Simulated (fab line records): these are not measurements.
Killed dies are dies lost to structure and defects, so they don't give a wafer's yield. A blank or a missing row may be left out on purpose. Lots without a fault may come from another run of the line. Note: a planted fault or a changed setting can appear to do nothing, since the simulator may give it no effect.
Struck lot and sound lot, side by side || flow sky130 || 15 out of 708 route steps
Sound: these wafers, L397.1, L397.3, L397.6. Struck: wafer L409.1 (L409.3, L409.6, from the same lot, were not struck and are left out); the cause is given at the end.
For every step that has rows: the tool of each side, followed by ch and its chambers, followed by its first start. Under that, the readings that differ: sound wafers || struck wafers || difference of the means || sigmas: that difference in standard deviations of wafers without a fault.
alike: words and numbers the same on both sides, and readings whose means are apart by under 2 such deviations; not compared: readings that were withheld, readings missing a value for some wafer, numbers with overlapping values and no deviation given by the record, and bounds like >300 which may hide the same value.
The two part at a step that has a row with sigmas, a row that says differs or no value, or rows on one side only. Numbers that don't overlap but have no deviation are shown without sigmas and don't part them. A reading that every wafer of one side lacks parts them only if that side has two wafers or more.

SKY_VIA3_CD_MEAS_12: target cd 200 nm.
  sound on cd sem-01 at day 40 03:32; struck on cd sem-01 at day 43 16:41
  alike: cd nm
SKY_VIA3_OVL_MEAS_13:
  sound on overlay-02 at day 40 03:39; struck on overlay-02 at day 43 16:49
  alike: VIA3_OVL
SKY_VIA3_ETCH_14: etches BARC in N2/H2, stops on SiO2, time 45.9 s, target depth 60 nm.
  sound on rie diel-03 ch 0,1,2, day 40 03:41; struck on rie diel-04 ch 2, day 43 16:50
  alike: drypump motor current A, n2 flow sccm, oes product au, throttle valve pct
  not compared: rf hours counter h
SKY_VIA3_ETCH_15: etches SiO2 in C4F8/O2/Ar, stops on TiN, target depth 507 nm, time 78 s.
  sound on rie diel-03 ch 0,1,2, day 40 03:43; struck on rie diel-04 ch 2, day 43 16:53
  alike: oes product au
  not compared: rf hours counter h
SKY_VIA3_STRIP_16: strips in O2/N2.
  sound on plasma asher-01 ch 0,1, day 40 03:47; struck on plasma asher-04 ch 1, day 43 16:57
  alike: drypump motor current A, n2 flow sccm, oes product au, strip time to endpoint s
  not compared: rf hours counter h
then, 3 steps without rows for these wafers: SKY_VIA3_STRIP_17 (strips in post etch residue remover, time 1200 s); SKY_VIA3_CLEAN_18 (cleans in IPA, time 180 s); SKY_VIA3_CLEAN_19 (cleans in O3/DIW).
SKY_VIA3_SPUTTER_20: material TiN, target thk 20 nm, time 80 s.
  sound on pvd sputter-03 at day 40 04:23; struck on pvd sputter-03 at day 43 17:34
  alike: throttle valve pct
SKY_VIA3_CVD_21: deposits W, target thk 390 nm, time 117.31 s.
  sound on cvd w-01 ch 0,1, day 40 04:27; struck on cvd w-01 ch 0, day 43 17:38
  alike: heater power w
SKY_VIA3_RS_MEAS_22: a four-point-probe measurement.
  sound on film metro-04 at day 40 04:34; struck on film metro-03 at day 43 17:45
  alike: VIA3_W_RS
SKY_VIA3_THK_MEAS_23: measures by xrf.
  sound on film metro-04 at day 40 04:41; struck on film metro-03 at day 43 17:52
  alike: VIA3_W_THK
SKY_VIA3_CMP_24: polishes, stops on SiO2, t overpolish 20 s, target thk 0 nm.
  sound on cmp-01 ch 1,3, day 40 04:45; struck on cmp-01 ch 3, day 43 17:59
{"reading": "overpolish run s (s)", "sound": "19.991 20.000 20.005", "struck": 0.058, "difference": -19.941, "sigmas": "-99 or more"}
{"reading": "time to endpoint s (s)", "sound": "99 99 98", "struck": 151, "difference": "+52", "sigmas": "+11"}
  alike: motor current A
then, 1 step without rows for these wafers: SKY_METAL4_SPUTTER_00 (material Ti, target thk 15 nm, time 10 s).
-- the record jumps here: 5 days lie between the struck wafers' starts before and after (it left off in module METAL4 and takes up again in module PAD_OPEN, whose first step shown is number 708 of the route) --
SKY_PAD_OPEN_PROBE_99:
  sound on prober-02 at day 46 06:02; struck on prober-01 at day 49 03:10
{"reading": "hold", "sound": "- - -", "struck": "await dispo/0.2h/release", "difference": "no value on the sound wafers", "sigmas": ""}
{"reading": "defect limited yield (%)", "sound": "85.4 83.5 83.3", "struck": 0, "difference": -84, "sigmas": -44}
{"reading": "killed_at_M0_to_M3", "sound": "33 42 42", "struck": 463, "difference": "+424", "sigmas": "+61"}
{"reading": "killed at other", "sound": "0 0 0", "struck": 1, "difference": "+1", "sigmas": "+2"}
{"reading": "killed dies", "sound": "72 81 82", "struck": 492, "difference": "+414", "sigmas": "+44"}
{"reading": "killed on rim", "sound": "8 15 20", "struck": 96, "difference": "+82", "sigmas": "+20"}
{"reading": "sort_bin_3_pad_short (%)", "sound": "0.4 1.2 1.6", "struck": 86.0, "difference": "+84.9", "sigmas": "+99 or more"}
{"reading": "sort n pass", "sound": "420 411 410", "struck": 0, "difference": -414, "sigmas": -44}
{"reading": "sort yield pct (%)", "sound": "85.4 83.5 83.3", "struck": 0, "difference": -84, "sigmas": -44}
  alike: killed_at_M4_up, killed at contacts, killed at front end, killed open, killed short, sort_bin_5_function, sort_bin_6_memory

== WHERE THEY PART ==
At SKY_VIA3_CMP_24 first; at SKY_PAD_OPEN_PROBE_99 last (within this record only).

WHY: whatever the simulator had introduced
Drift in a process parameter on cmp-01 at SKY_VIA3_CMP_24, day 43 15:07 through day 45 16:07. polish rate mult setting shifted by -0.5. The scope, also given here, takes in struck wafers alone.
